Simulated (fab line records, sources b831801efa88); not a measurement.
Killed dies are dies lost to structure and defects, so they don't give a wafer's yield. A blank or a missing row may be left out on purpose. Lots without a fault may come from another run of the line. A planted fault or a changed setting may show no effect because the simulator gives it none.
Which tool did it? | flow sky130 | 15 lots, 45 wafers sampled, at 4 steps of a route of 708

WHAT THE GAUGES READ, wafer by wafer
SKY_VIA1_RS_MEAS_22: measures by four-point-probe. Usual: VIA1_W_RS 0.425 ohm/sq, standard deviation 0.0052.
lot  | measured     | on            | VIA1_W_RS (ohm/sq) | flag
L993 | day 34 16:23 | film_metro-01 | 0.427 0.428 0.427  |
L994 | day 35 01:41 | film_metro-03 | 0.426 0.430 0.427  |
L996 | day 35 06:37 | film_metro-01 | 0.417 0.427 0.426  |
L997 | day 35 10:29 | film_metro-03 | 0.424 0.426 0.423  |
L100 | day 36 07:15 | film_metro-03 | 0.432 0.436 0.429  |
L999 | day 36 12:40 | film_metro-01 | 0.428 0.438 0.433  |
L101 | day 36 12:59 | film_metro-03 | 0.424 0.420 0.424  |
L103 | day 37 08:40 | film_metro-03 | 0.421 0.423 0.423  |
L105 | day 37 19:18 | film_metro-04 | 0.431 0.439 0.424  |
L108 | day 38 12:44 | film_metro-03 | 0.418 0.430 0.422  |
L109 | day 39 00:40 | film_metro-01 | 0.427 0.431 0.433  |
L110 | day 39 01:33 | film_metro-04 | 0.426 0.424 0.428  |
L111 | day 39 16:52 | film_metro-03 | 0.418 0.411 0.412  |
L112 | day 39 17:36 | film_metro-04 | 0.416 0.423 0.424  |
L113 | day 40 05:07 | film_metro-03 | 0.422 0.422 0.419  |

SKY_METAL2_CD_MEAS_15: target cd 140 nm. Usual: cd_nm 139.7 nm, standard deviation 1.1.
lot  | measured     | on        | cd_nm (nm)        | flag
L993 | day 35 19:25 | cd_sem-02 | 139.8 139.2 139.7 |
L994 | day 36 05:07 | cd_sem-01 | 140.8 139.9 141.2 |
L996 | day 36 08:42 | cd_sem-01 | 140.0 140.2 139.4 |
L997 | day 36 13:33 | cd_sem-02 | 140.4 139.4 139.9 |
L100 | day 37 09:38 | cd_sem-02 | 137.3 136.8 138.6 |
L999 | day 37 14:26 | cd_sem-01 | 139.4 141.0 141.3 |
L101 | day 37 14:39 | cd_sem-01 | 138.7 137.2 138.2 |
L103 | day 38 10:31 | cd_sem-01 | 138.9 138.8 138.8 |
L105 | day 38 21:16 | cd_sem-01 | 138.8 139.7 139.2 |
L108 | day 39 14:08 | cd_sem-01 | 139.4 138.5 139.0 |
L109 | day 40 02:05 | cd_sem-02 | 140.4 139.5 139.7 |
L110 | day 40 02:54 | cd_sem-02 | 139.9 140.2 140.4 |

WHICH TOOL RAN EACH LOT (tool, then ch and the chambers of the sampled wafers, then the start)
lot  | SKY_METAL1_SPUTTER_04        | SKY_VIA1_CMP_24
L993 | pvd_sputter-04, day 32 09:21 | cmp-02 ch 0,1, day 34 16:32
L994 | pvd_sputter-03, day 32 18:20 | cmp-02 ch 0,3, day 35 01:52
L996 | pvd_sputter-04, day 32 23:06 | cmp-01 ch 1,2, day 35 06:45
L997 | pvd_sputter-03, day 33 02:52 | cmp-02 ch 0,2, day 35 10:43
L100 | pvd_sputter-03, day 33 23:16 | cmp-02 ch 1,2, day 36 07:34
L999 | pvd_sputter-04, day 34 03:42 | cmp-01 ch 0,1, day 36 12:49
L101 | pvd_sputter-02, day 34 04:26 | cmp-02 ch 0,1, day 36 13:12
L103 | pvd_sputter-03, day 35 02:02 | cmp-01 ch 1,2, day 37 08:50
L105 | pvd_sputter-02, day 35 12:11 | cmp-01 ch 2,3, day 37 19:32
L108 | pvd_sputter-04, day 36 07:44 | cmp-01 ch 0,1,3, day 38 12:53
L109 | pvd_sputter-03, day 36 19:07 | cmp-01 ch 0,1, day 39 00:51
L110 | pvd_sputter-04, day 36 20:43 | cmp-01 ch 0,1,3, day 39 01:52
L111 | pvd_sputter-04, day 37 12:15 | cmp-02 ch 0,3, day 39 17:05
L112 | pvd_sputter-04, day 37 13:14 | cmp-02 ch 0,3, day 39 17:56
L113 | pvd_sputter-02, day 37 23:53 | cmp-01 ch 1,2,3, day 40 05:17
- SKY_METAL1_SPUTTER_04: material TiN, target thk 70 nm, time 58.3 s.
- SKY_VIA1_CMP_24: polishes, stops on SiO2, t overpolish 15 s, target thk 0 nm.

WHAT THE TOOLS THEMSELVES READ (means of the sampled wafers that have a number; where no wafer has one, the mark that the record gives instead)
SKY_METAL1_SPUTTER_04. Usual: throttle_valve_pct 30.2 %, standard deviation 1.
lot  | tool           | throttle_valve_pct (%) | flag
L993 | pvd_sputter-04 | 30.4                   |
L994 | pvd_sputter-03 | 29.7                   |
L996 | pvd_sputter-04 | 29.5                   |
L997 | pvd_sputter-03 | 30.5                   |
L100 | pvd_sputter-03 | 31.1                   |
L999 | pvd_sputter-04 | 29.9                   |
L101 | pvd_sputter-02 | 30.6                   |
L103 | pvd_sputter-03 | 28.9                   |
L105 | pvd_sputter-02 | 30.8                   |
L108 | pvd_sputter-04 | 29.8                   |
L109 | pvd_sputter-03 | 29.7                   |
L110 | pvd_sputter-04 | 29.9                   |
L111 | pvd_sputter-04 | 30.4                   |
L112 | pvd_sputter-04 | 30.0                   |
L113 | pvd_sputter-02 | 30.1                   |

SKY_VIA1_CMP_24. Usual: edge_zone_pressure_frac 1.000, standard deviation 0.0053; head_pressure_psi 3.500 psi, standard deviation 0.0082; motor_current_A 11.3 A, standard deviation 1.2; overpolish_run_s 15.000 s, standard deviation 0.0091; retaining_ring_pressure_frac 1.000, standard deviation 0.0053; time_to_endpoint_s 66 s, standard deviation 4.5.
lot  | tool   | edge_zone_pressure_frac | head_pressure_psi (psi) | motor_current_A (A) | overpolish_run_s (s) | retaining_ring_pressure_frac | time_to_endpoint_s (s) | flag
L993 | cmp-02 | 1.004                   | 3.503                   | 11.2                | 14.997               | 0.992                        | 60                     |
L994 | cmp-02 | 1.001                   | 3.500                   | 11.0                | 14.998               | 1.000                        | 63                     |
L996 | cmp-01 | 1.007                   | 3.504                   | 11.7                | 14.989               | 1.001                        | 69                     |
L997 | cmp-02 | 0.994                   | 3.492                   | 10.9                | 15.003               | 0.997                        | 64                     |
L100 | cmp-02 | 1.003                   | 3.505                   | 11.6                | 15.004               | 1.003                        | 68                     |
L999 | cmp-01 | 1.000                   | 3.507                   | 12.8                | 14.995               | 1.008                        | 72                     |
L101 | cmp-02 | 0.998                   | 3.496                   | 11.5                | 15.001               | 1.001                        | 65                     |
L103 | cmp-01 | 0.998                   | 3.504                   | 11.1                | 14.995               | 0.997                        | 70                     |
L105 | cmp-01 | 1.001                   | 3.497                   | 9.7                 | 15.012               | 1.000                        | 64                     |
L108 | cmp-01 | 0.995                   | 3.496                   | 11.3                | 14.995               | 1.000                        | 68                     |
L109 | cmp-01 | 1.004                   | 3.505                   | 12.7                | 14.999               | 1.001                        | 73                     |
L110 | cmp-01 | 0.999                   | 3.508                   | 11.9                | 14.991               | 0.999                        | 66                     |
L111 | cmp-02 | -                       | -                       | -                   | -                    | -                            | -                      | OFF
L112 | cmp-02 | -                       | -                       | -                   | -                    | -                            | -                      | OFF
L113 | cmp-01 | -                       | -                       | -                   | -                    | -                            | -                      | OFF

THE ANSWER, worked out from the rows above alone
Rule: a lot is off if the mean of its wafers that have a number lies more than 3 standard deviations from the usual mean. A lot without any number at a reading at which 4 lots or more have one is off too. The other lots that the step has rows for count as sound. The gauges are gone through in route order, then the tools' own readings, and for those a lot's mean is taken as printed above. The first step at which some lot is off is used, and at that step the reading that is off furthest; a lot without a number counts as furthest.
Off: L111, L112, L113, at SKY_VIA1_CMP_24 (edge_zone_pressure_frac). Without a number there: L111, L112, L113.
A tool fits if, at that step or a process step before it, it ran every lot that is off, and no sound lot after the first of them. None of those tried fits.

WHAT THE SIMULATOR HAD PUT IN
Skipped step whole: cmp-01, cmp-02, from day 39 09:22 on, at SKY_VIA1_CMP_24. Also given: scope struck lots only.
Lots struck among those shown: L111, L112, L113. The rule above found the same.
